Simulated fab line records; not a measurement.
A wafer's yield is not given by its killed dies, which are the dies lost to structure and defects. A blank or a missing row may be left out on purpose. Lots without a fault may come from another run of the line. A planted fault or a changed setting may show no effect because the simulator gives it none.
Matching of chambers ; flow sfq line ; cmp-01 running SFQ_TRILAYER_I1_CMP_CMP_046: 4 sister chambers
The step polishes SiO2. 16 wafers are shown with their chamber, then 8 later ones without.

## WAFERS PAIRED WITH THEIR CHAMBERS
wafer;chamber;motor current A (A);time to endpoint s (s);edge zone pressure frac
L552.1;3;10.7;219;1.003
L552.4;0;11.1;224;0.997
L552.5;2;9.8;225;1.014
L553.1;1;10.6;210;0.999
L553.4;2;9.6;213;0.993
L553.6;2;9.6;217;0.999
L555.1;1;10.2;211;1.003
L555.3;0;10.3;213;0.997
L555.5;3;10.3;221;0.996
L556.1;0;10.8;207;0.995
L556.3;2;9.8;212;0.997
L556.6;0;11.0;210;1.005
L560.2;3;10.6;226;0.998
L560.5;2;9.4;212;1.004
L560.6;1;10.9;219;0.993
L561.2;0;10.6;202;0.997

SIGNATURES (averages over the wafers above)
reading;chamber 0;chamber 1;chamber 2;chamber 3;scatter within a chamber
motor current A;10.760;10.567;9.640;10.533;0.267
time to endpoint s;211.20;213.33;215.80;222.00;6.25
edge zone pressure frac;0.99820;0.99833;1.00140;0.99900;0.00576
Rule: distance of a wafer from a chamber = root of the sum over the readings of ((wafer's reading minus chamber's mean) / reading's scatter) squared. If the next closest chamber is less than 2 further off than the closest, the wafer can't be placed; otherwise it belongs to the closest. How the scatter is found: for the shown wafers, subtract from each reading the mean of its chamber, square and add these, divide the total by (wafers less chambers), then take the root.

## WAFERS WITHOUT THEIR CHAMBER
wafer;motor current A (A);time to endpoint s (s);edge zone pressure frac
L561.3;9.8;210;1.000
L561.6;10.6;212;1.002
L562.1;10.1;214;1.002
L562.2;11.3;217;1.000
L562.3;10.3;224;0.991
L573.2;10.1;201;0.999
L573.4;10.3;210;1.005
L573.3;10.4;204;1.006

## EACH ONE'S CHAMBER
wafer;from the rows above;in truth
L561.3;can't be placed: 2 or 1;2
L561.6;can't be placed: 1 or 0 or 3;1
L562.1;can't be placed: 2 or 1 or 3 or 0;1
L562.2;can't be placed: 0 or 1 or 3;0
L562.3;can't be placed: 3 or 1 or 0 or 2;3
L573.2;can't be placed: 1 or 2 or 0 or 3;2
L573.4;can't be placed: 1 or 0 or 3 or 2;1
L573.3;can't be placed: 1 or 0 or 3 or 2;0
Correctly placed: 0 of 8. Not placeable from these rows: 8 (in 8, the candidates include the true chamber). 0 placed wrongly.
